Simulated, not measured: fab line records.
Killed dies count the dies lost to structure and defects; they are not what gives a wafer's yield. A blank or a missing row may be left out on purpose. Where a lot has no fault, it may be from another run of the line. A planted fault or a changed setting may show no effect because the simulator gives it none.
Chamber matching / flow sky130 / cmp-01 running SKY_VIA3_CMP_02: 4 sister chambers
The step polishes SiO2. 19 wafers are shown with their chamber, then 9 later ones without.

## EACH WAFER AND ITS CHAMBER
wafer=L604.2; chamber=0; motor current A (A)=9.7; edge zone pressure frac=0.999; head pressure psi (psi)=4.001
wafer=L604.4; chamber=1; motor current A (A)=13.1; edge zone pressure frac=1.000; head pressure psi (psi)=3.991
wafer=L604.6; chamber=0; motor current A (A)=10.3; edge zone pressure frac=1.003; head pressure psi (psi)=4.004
wafer=L605.4; chamber=0; motor current A (A)=10.1; edge zone pressure frac=0.997; head pressure psi (psi)=3.999
wafer=L611.3; chamber=2; motor current A (A)=13.7; edge zone pressure frac=0.997; head pressure psi (psi)=4.000
wafer=L611.4; chamber=1; motor current A (A)=13.0; edge zone pressure frac=0.994; head pressure psi (psi)=4.000
wafer=L611.5; chamber=2; motor current A (A)=14.2; edge zone pressure frac=0.996; head pressure psi (psi)=4.003
wafer=L614.3; chamber=1; motor current A (A)=12.8; edge zone pressure frac=0.999; head pressure psi (psi)=3.988
wafer=L614.5; chamber=3; motor current A (A)=10.5; edge zone pressure frac=1.003; head pressure psi (psi)=3.986
wafer=L614.6; chamber=0; motor current A (A)=9.9; edge zone pressure frac=1.002; head pressure psi (psi)=3.998
wafer=L616.1; chamber=3; motor current A (A)=10.4; edge zone pressure frac=1.006; head pressure psi (psi)=3.982
wafer=L616.2; chamber=2; motor current A (A)=13.3; edge zone pressure frac=0.995; head pressure psi (psi)=4.005
wafer=L616.5; chamber=2; motor current A (A)=13.4; edge zone pressure frac=0.997; head pressure psi (psi)=3.994
wafer=L617.1; chamber=1; motor current A (A)=12.1; edge zone pressure frac=0.991; head pressure psi (psi)=3.999
wafer=L617.5; chamber=3; motor current A (A)=11.0; edge zone pressure frac=1.008; head pressure psi (psi)=3.999
wafer=L617.6; chamber=2; motor current A (A)=13.5; edge zone pressure frac=0.998; head pressure psi (psi)=3.989
wafer=L619.1; chamber=0; motor current A (A)=10.6; edge zone pressure frac=1.004; head pressure psi (psi)=4.005
wafer=L619.2; chamber=1; motor current A (A)=13.4; edge zone pressure frac=1.000; head pressure psi (psi)=3.996
wafer=L619.6; chamber=3; motor current A (A)=10.4; edge zone pressure frac=1.001; head pressure psi (psi)=3.995

SIGNATURES (averages over the wafers above)
reading=motor current A; chamber 0=10.120; chamber 1=12.880; chamber 2=13.620; chamber 3=10.575; scatter within a chamber=0.382
reading=edge zone pressure frac; chamber 0=1.00100; chamber 1=0.99680; chamber 2=0.99660; chamber 3=1.00450; scatter within a chamber=0.003
reading=head pressure psi; chamber 0=4.00140; chamber 1=3.99480; chamber 2=3.99820; chamber 3=3.99050; scatter within a chamber=0.0058
Rule: distance of a wafer from a chamber = root of the sum over the readings of ((wafer's reading minus chamber's mean) / reading's scatter) squared. If the next closest chamber is less than 2 further off than the closest, the wafer can't be placed; otherwise it belongs to the closest. The scatter: take each reading less its chamber's mean, square it, sum over the shown wafers, divide by the number of wafers less the number of chambers, and take the root.

## WAFERS WITH NO CHAMBER GIVEN
wafer=L620.1; motor current A (A)=13.9; edge zone pressure frac=1.007; head pressure psi (psi)=4.007
wafer=L620.5; motor current A (A)=10.3; edge zone pressure frac=1.007; head pressure psi (psi)=3.996
wafer=L620.6; motor current A (A)=10.7; edge zone pressure frac=0.997; head pressure psi (psi)=4.004
wafer=L621.4; motor current A (A)=9.8; edge zone pressure frac=1.005; head pressure psi (psi)=4.019
wafer=L621.5; motor current A (A)=10.0; edge zone pressure frac=1.000; head pressure psi (psi)=4.000
wafer=L621.6; motor current A (A)=14.0; edge zone pressure frac=1.003; head pressure psi (psi)=4.011
wafer=L623.4; motor current A (A)=13.4; edge zone pressure frac=1.002; head pressure psi (psi)=3.994
wafer=L623.5; motor current A (A)=10.2; edge zone pressure frac=1.000; head pressure psi (psi)=4.008
wafer=L623.6; motor current A (A)=14.3; edge zone pressure frac=0.997; head pressure psi (psi)=4.008

## CHAMBER TAKEN BY EACH
wafer=L620.1; from the rows above=can't be placed: 2 or 1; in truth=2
wafer=L620.5; from the rows above=can't be placed: 3 or 0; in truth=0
wafer=L620.6; from the rows above=can't be placed: 0 or 3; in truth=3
wafer=L621.4; from the rows above=can't be placed: 0 or 3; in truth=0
wafer=L621.5; from the rows above=0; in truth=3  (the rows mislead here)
wafer=L621.6; from the rows above=can't be placed: 2 or 1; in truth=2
wafer=L623.4; from the rows above=can't be placed: 2 or 1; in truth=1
wafer=L623.5; from the rows above=0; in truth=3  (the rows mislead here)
wafer=L623.6; from the rows above=can't be placed: 2 or 1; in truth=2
Correct placement for 0 of the 9. Unplaceable from these rows: 7, with the true chamber sitting among the candidates in 7. Wrongly placed: 2.
